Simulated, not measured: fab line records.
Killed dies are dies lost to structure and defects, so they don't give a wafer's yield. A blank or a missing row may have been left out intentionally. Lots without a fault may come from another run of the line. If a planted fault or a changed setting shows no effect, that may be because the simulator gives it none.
Which tool did it? :: flow gf180mcu :: Sampling: 7 lots, 20 wafers, 2 of 602 route steps

WHAT EACH GAUGE READ, for each wafer
GF_VT_IMPLANT_TW_MEAS_10.
lot: L148
measured: day 6 02:31
on: film metro-01
VT_IMPLANT_TW: 564 563 564

lot: L150
measured: day 6 12:44
on: film metro-03
VT_IMPLANT_TW: 565 564 568

lot: L155
measured: day 8 04:20
on: film metro-03
VT_IMPLANT_TW: 563 565 563

lot: L156
measured: day 8 14:26
on: film metro-01
VT_IMPLANT_TW: 571 570 571

lot: L159
measured: day 9 01:50
on: film metro-01
VT_IMPLANT_TW: 587 585

lot: L166
measured: day 11 01:27
on: film metro-01
VT_IMPLANT_TW: 568 569 569

lot: L169
measured: day 12 02:02
on: film metro-01
VT_IMPLANT_TW: 568 567 568

WHAT TOOL EACH LOT RAN ON (gives the tool, then ch and the chambers of the sampled wafers, and finally the start)
lot: L148
GF_VT_IMPLANT_IMPLANT_08: implanter-01 ch 0, day 6 02:16

lot: L150
GF_VT_IMPLANT_IMPLANT_08: implanter-01 ch 0, day 6 12:29

lot: L155
GF_VT_IMPLANT_IMPLANT_08: implanter-01 ch 0, day 8 04:05

lot: L156
GF_VT_IMPLANT_IMPLANT_08: implanter-03 ch 0, day 8 14:11

lot: L159
GF_VT_IMPLANT_IMPLANT_08: implanter-01 ch 0, day 9 01:35

lot: L166
GF_VT_IMPLANT_IMPLANT_08: implanter-03 ch 0, day 11 01:13

lot: L169
GF_VT_IMPLANT_IMPLANT_08: implanter-01 ch 0, day 12 01:47
- GF_VT_IMPLANT_IMPLANT_08

THE ANSWER, worked out from the rows above alone
Rule: the usual values come from the lots themselves. Put in order of their means at a reading, lots are off if they are a third of the lots or fewer, leave a main group of 4 or more, and stand apart from it by a gap of 3 or more times the standard deviation of the main group's means; of several such gaps the widest counts. The tables above print the reading to a certain number of digits; a main group whose means all agree to those digits is not used. Also off: a lot with no number at a reading for which 4 or more lots have one. Any other lot the step has rows for is counted as sound.
Off: L159, seen at GF_VT_IMPLANT_TW_MEAS_10 (VT_IMPLANT_TW). Mean 567 and standard deviation 2.6 in the main group.
A tool fits if, at a process step before that reading, it ran every lot that is off, and no sound lot after the first of them. Those tools and the gauges at GF_VT_IMPLANT_TW_MEAS_10 are tried in the same way. Not one of the candidates tried fits.

WHAT THE SIMULATOR HAD PUT IN
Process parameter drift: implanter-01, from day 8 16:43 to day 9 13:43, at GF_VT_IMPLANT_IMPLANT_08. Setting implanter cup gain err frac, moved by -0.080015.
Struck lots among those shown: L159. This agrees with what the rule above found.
